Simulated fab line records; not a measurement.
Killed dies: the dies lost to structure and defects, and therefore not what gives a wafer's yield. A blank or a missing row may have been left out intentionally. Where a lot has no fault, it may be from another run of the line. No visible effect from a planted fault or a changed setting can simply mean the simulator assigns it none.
A struck lot beside a sound one	flow sky130	4 steps out of a route of 708
Sound: the wafers L749.3, L749.4, L749.6. Struck: wafers L759.1, L759.3, L759.6. At the end, the cause is stated.
Per side, at each step with rows, come the tool, then ch with its chambers, and then its first start. Under that, the readings that differ: sound wafers	struck wafers	difference of the means	sigmas: that difference in standard deviations of wafers without a fault.
alike: readings whose means differ by less than 2 such deviations, and words and numbers that are the same on both sides. not compared: withheld readings, readings that some wafer has no value for, bounds like >300 that may hide the same value, and numbers for which the record gives no deviation and whose values overlap.
A row with sigmas, a row that says differs or no value, or rows on one side alone: a step with any of these is where the two part. Numbers that have no deviation but don't overlap get no sigmas and don't part them. A reading that every wafer of one side lacks parts them only if that side has two wafers or more.

SKY_FIELD_ISO_BOW_MEAS_00:
  struck on film-metro-04, day 4 18:00; sound on film-metro-02, day 2 16:02
  alike: INCOMING_BOW
SKY_FIELD_ISO_OXIDATION_01: stabilise 600 s, purge 300 s, target thk 12 nm.
  struck on furnace-02, day 4 18:44; sound on furnace-01 ch 0, day 2 16:07
  no value came back on the struck wafers for any of 5 readings (ox-temp-c (C), ox-temp-c-max and others); on the sound wafers ox-temp-c (C) reads 899.6 900.0 900.0
then, 1 step without rows for these wafers: SKY_FIELD_ISO_CVD_03 (deposits Si3N4 from DCS/NH3, target thk 165 nm, time 2830 s).
-- record jumps: 45 days separate the struck wafers' starts on either side; left off in module FIELD_ISO, taken up again in module PAD_OPEN, whose first shown step is the route's number 708 --
SKY_PAD_OPEN_PROBE_99:
  struck on prober-01, day 49 11:07; sound on prober-01, day 47 10:49
reading	sound	struck	difference	sigmas
model.etest.cap-li-to-poly.c-af-um2	98.56 100.7 97.7	93.74 92.97 95.77	-4.83	
model.etest.cap-poly-to-well.c-af-um2	95.05 89.75 91.57	96.71 96.11 96.08	+4.18	
model.etest.field-p.vt-v (V)	-38.57 -40.23 -40.14	-38.46 -37.57 -37.78	+1.71	
model.etest.field-n.vt-v (V)	35.22 35.98 35.92	33.3 32.73 32.76	-2.8	
model.etest.diode-ndiff-fingers.leak-log10-a-cm2	-6.645 -6.741 -6.627	-6.021 -6.177 -5.845	+0.657	
model.etest.diode-pdiff-fingers.leak-log10-a-cm2	-6.59 -6.558 -6.822	-6.062 -5.806 -6.001	+0.700	
model.etest.sram-nfet-pass.off-log10-a-um	-12.78 -12.57 -12.95	-12.27 -12.45 -12.26	+0.44	
model.etest.nfet_01v8.off-log10-a-um	-13.41 -13.38 -13.3	-13.06 -13.21 -13.07	+0.25	

== WHERE THEY PART ==
Within this record, at SKY_FIELD_ISO_OXIDATION_01 only.

WHY: whatever the simulator had introduced
At SKY_FIELD_ISO_OXIDATION_01, the step was skipped entirely on furnace-02 from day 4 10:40 on. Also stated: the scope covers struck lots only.
